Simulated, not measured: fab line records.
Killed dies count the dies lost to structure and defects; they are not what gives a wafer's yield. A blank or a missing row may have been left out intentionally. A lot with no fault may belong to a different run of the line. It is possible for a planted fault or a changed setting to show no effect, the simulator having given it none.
Matching of chambers || flow gf180mcu || GF_V3_CMP_26 on cmp-02: 4 sister chambers
The step polishes, stops on SiO2, t overpolish 15 s, target thk 0 nm. 8 wafers are shown with their chamber, then 7 later ones without.

## WAFERS PAIRED WITH THEIR CHAMBERS
{"wafer": "L468.2", "chamber": 3, "motorCurrentA (A)": 9.4, "overpolishRunS (s)": 15.005}
{"wafer": "L468.5", "chamber": 2, "motorCurrentA (A)": 10.0, "overpolishRunS (s)": 15.022}
{"wafer": "L472.3", "chamber": 2, "motorCurrentA (A)": 10.3, "overpolishRunS (s)": 14.992}
{"wafer": "L472.5", "chamber": 1, "motorCurrentA (A)": 12.0, "overpolishRunS (s)": 14.997}
{"wafer": "L481.1", "chamber": 3, "motorCurrentA (A)": 9.5, "overpolishRunS (s)": 14.999}
{"wafer": "L481.4", "chamber": 0, "motorCurrentA (A)": 11.2, "overpolishRunS (s)": 14.998}
{"wafer": "L481.6", "chamber": 0, "motorCurrentA (A)": 10.3, "overpolishRunS (s)": 14.983}
{"wafer": "L482.2", "chamber": 1, "motorCurrentA (A)": 12.0, "overpolishRunS (s)": 14.997}

## WAFERS WHOSE CHAMBER IS MISSING
{"wafer": "L482.3", "motorCurrentA (A)": 9.7, "overpolishRunS (s)": 14.996}
{"wafer": "L482.6", "motorCurrentA (A)": 9.7, "overpolishRunS (s)": 15.016}
{"wafer": "L483.1", "motorCurrentA (A)": 10.2, "overpolishRunS (s)": 15.005}
{"wafer": "L483.3", "motorCurrentA (A)": 9.1, "overpolishRunS (s)": 14.992}
{"wafer": "L483.6", "motorCurrentA (A)": 10.7, "overpolishRunS (s)": 15.002}
{"wafer": "L484.2", "motorCurrentA (A)": 10.6, "overpolishRunS (s)": 15.004}
{"wafer": "L484.5", "motorCurrentA (A)": 12.2, "overpolishRunS (s)": 14.993}

## WHICH CHAMBER EACH ONE RAN IN
{"wafer": "L482.3", "from the rows above": "can't be placed: 3 or 2", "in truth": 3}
{"wafer": "L482.6", "from the rows above": "can't be placed: 3 or 2", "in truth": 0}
{"wafer": "L483.1", "from the rows above": "can't be placed: 2 or 0", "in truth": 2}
{"wafer": "L483.3", "from the rows above": 3, "in truth": 3}
{"wafer": "L483.6", "from the rows above": "can't be placed: 0 or 2", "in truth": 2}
{"wafer": "L484.2", "from the rows above": "can't be placed: 0 or 2", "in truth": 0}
{"wafer": "L484.5", "from the rows above": 1, "in truth": 1}
Placed correctly: 2 of 7. Not placeable from these rows: 5 (in 4, the candidates include the true chamber). Placed wrongly: 0.
How it was worked out, from the rows above alone: a wafer's distance from a chamber is the root of the sum, over the readings, of the square of ((its reading less the chamber's mean) divided by the reading's scatter). If the next closest chamber is less than 2 further off than the closest, the wafer can't be placed; otherwise it belongs to the closest. A chamber's mean is the mean of its shown wafers. The scatter: take each reading less its chamber's mean, square it, sum over the shown wafers, divide by the number of wafers less the number of chambers, and take the root.
